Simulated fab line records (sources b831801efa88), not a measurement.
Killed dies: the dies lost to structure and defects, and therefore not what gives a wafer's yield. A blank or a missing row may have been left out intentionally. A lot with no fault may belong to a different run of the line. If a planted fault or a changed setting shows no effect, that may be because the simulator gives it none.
Tool commonality check || flow sky130 || Lots sampled 13, wafers sampled 39

== WHY THIS WAS OPENED ==
Of 13 lots, 2 have the reading VIA4_HDPCVD_THK flagged at SKY_VIA4_THK_MEAS_01. Fault-free wafers read 1745 nm, with a standard deviation of 18.
Rule: flag the lot when none of its wafers has a number, or when each of its wafers that has one lies beyond 4 standard deviations from that mean. The rest of the lots are taken to be sound.

{"lot": "L482", "measured": "day 42 18:15", "on": "film-metro-03", "VIA4_HDPCVD_THK (nm), wafer by wafer": "1760 1761 1739", "flag": ""}
{"lot": "L483", "measured": "day 42 20:03", "on": "film-metro-04", "VIA4_HDPCVD_THK (nm), wafer by wafer": "1761 1771 1760", "flag": ""}
{"lot": "L485", "measured": "day 43 14:43", "on": "film-metro-03", "VIA4_HDPCVD_THK (nm), wafer by wafer": "1750 1725 1777", "flag": ""}
{"lot": "L484", "measured": "day 43 16:39", "on": "film-metro-04", "VIA4_HDPCVD_THK (nm), wafer by wafer": "1770 1741 1757", "flag": ""}
{"lot": "L487", "measured": "day 43 20:24", "on": "film-metro-01", "VIA4_HDPCVD_THK (nm), wafer by wafer": "1753 1753 1758", "flag": ""}
{"lot": "L489", "measured": "day 44 19:19", "on": "film-metro-04", "VIA4_HDPCVD_THK (nm), wafer by wafer": "1745 1758 1744", "flag": ""}
{"lot": "L491", "measured": "day 45 00:57", "on": "film-metro-04", "VIA4_HDPCVD_THK (nm), wafer by wafer": "1783 1771 1757", "flag": ""}
{"lot": "L492", "measured": "day 46 01:55", "on": "film-metro-01", "VIA4_HDPCVD_THK (nm), wafer by wafer": "1761 1773 1758", "flag": ""}
{"lot": "L493", "measured": "day 46 02:41", "on": "film-metro-04", "VIA4_HDPCVD_THK (nm), wafer by wafer": "1710 1713 1723", "flag": ""}
{"lot": "L497", "measured": "day 46 04:32", "on": "film-metro-03", "VIA4_HDPCVD_THK (nm), wafer by wafer": "815 847 815", "flag": "FLAGGED"}
{"lot": "L499", "measured": "day 46 18:08", "on": "film-metro-04", "VIA4_HDPCVD_THK (nm), wafer by wafer": "830 832 835", "flag": "FLAGGED"}
{"lot": "L502", "measured": "day 47 02:49", "on": "film-metro-01", "VIA4_HDPCVD_THK (nm), wafer by wafer": "1759 1764 1749", "flag": ""}
{"lot": "L503", "measured": "day 47 13:40", "on": "film-metro-03", "VIA4_HDPCVD_THK (nm), wafer by wafer": "1757 1765 1772", "flag": ""}
Average over the flagged lots: 829 nm; offset from the usual -916 nm, equal to -51 standard deviations.

== TOOL THAT RAN EACH LOT ==
The record holds 1 process step before the reading, out of a route of 708 steps. Every cell lists first the tool, next ch and the chambers used by the sampled wafers, and last the start.
{"lot": "L482", "flag": "", "SKY_VIA4_HDPCVD_00": "hdpcvd-02 ch 0,1, day 42 18:04"}
{"lot": "L483", "flag": "", "SKY_VIA4_HDPCVD_00": "hdpcvd-02 ch 0,1,2, day 42 19:52"}
{"lot": "L485", "flag": "", "SKY_VIA4_HDPCVD_00": "hdpcvd-01 ch 0,1, day 43 14:32"}
{"lot": "L484", "flag": "", "SKY_VIA4_HDPCVD_00": "hdpcvd-01 ch 0,2, day 43 16:29"}
{"lot": "L487", "flag": "", "SKY_VIA4_HDPCVD_00": "hdpcvd-01 ch 0,2, day 43 20:13"}
{"lot": "L489", "flag": "", "SKY_VIA4_HDPCVD_00": "hdpcvd-02 ch 0,1,2, day 44 19:08"}
{"lot": "L491", "flag": "", "SKY_VIA4_HDPCVD_00": "hdpcvd-02 ch 0,1,2, day 45 00:45"}
{"lot": "L492", "flag": "", "SKY_VIA4_HDPCVD_00": "hdpcvd-01 ch 0,1,2, day 46 01:44"}
{"lot": "L493", "flag": "", "SKY_VIA4_HDPCVD_00": "hdpcvd-01 ch 0,1,2, day 46 02:29"}
{"lot": "L497", "flag": "FLAGGED", "SKY_VIA4_HDPCVD_00": "hdpcvd-01 ch 0,1,2, day 46 04:20"}
{"lot": "L499", "flag": "FLAGGED", "SKY_VIA4_HDPCVD_00": "hdpcvd-01 ch 0,1,2, day 46 17:56"}
{"lot": "L502", "flag": "", "SKY_VIA4_HDPCVD_00": "hdpcvd-02 ch 0,2, day 47 02:38"}
{"lot": "L503", "flag": "", "SKY_VIA4_HDPCVD_00": "hdpcvd-02 ch 0,1, day 47 13:29"}
What the steps here do:
- SKY_VIA4_HDPCVD_00: deposits SiO2, target thk 1750 nm, time 291.7 s.
- SKY_VIA4_THK_MEAS_01

== FLAGGED AGAINST TOTAL, ONE TOOL AT A TIME (gauges that did the reading follow at the end) ==
{"step": "SKY_VIA4_HDPCVD_00", "tool": "hdpcvd-01", "lots run": 7, "flagged": 2, "share of the flagged lots": "all", "sound lots run after its first flagged lot": 0}
{"step": "SKY_VIA4_HDPCVD_00", "tool": "hdpcvd-02", "lots run": 6, "flagged": 0, "share of the flagged lots": "none", "sound lots run after its first flagged lot": "-"}
{"step": "SKY_VIA4_THK_MEAS_01", "tool": "film-metro-01", "lots run": 3, "flagged": 0, "share of the flagged lots": "none", "sound lots run after its first flagged lot": "-"}
{"step": "SKY_VIA4_THK_MEAS_01", "tool": "film-metro-03", "lots run": 4, "flagged": 1, "share of the flagged lots": "some", "sound lots run after its first flagged lot": "1 (L503)"}
{"step": "SKY_VIA4_THK_MEAS_01", "tool": "film-metro-04", "lots run": 6, "flagged": 1, "share of the flagged lots": "some", "sound lots run after its first flagged lot": 0}

== WHAT THE TABLE ALLOWS ==
Rows of the table that ran each flagged lot: 1, that is hdpcvd-01 at SKY_VIA4_HDPCVD_00.
- hdpcvd-01 at SKY_VIA4_HDPCVD_00 ran 7 lots, 2 of them flagged. Its last sound lot is L493 (day 46 02:29), its first flagged lot L497 (day 46 04:20): a fault that began between those two fits.
Just one tool remains: hdpcvd-01 at SKY_VIA4_HDPCVD_00.

== WHAT THE SIMULATOR HAD INSERTED ==
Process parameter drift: hdpcvd-01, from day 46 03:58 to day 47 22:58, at SKY_VIA4_HDPCVD_00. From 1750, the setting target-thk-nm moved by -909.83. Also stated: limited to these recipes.
Lots struck among those shown: L497, L499. The rule given above showed the same thing.
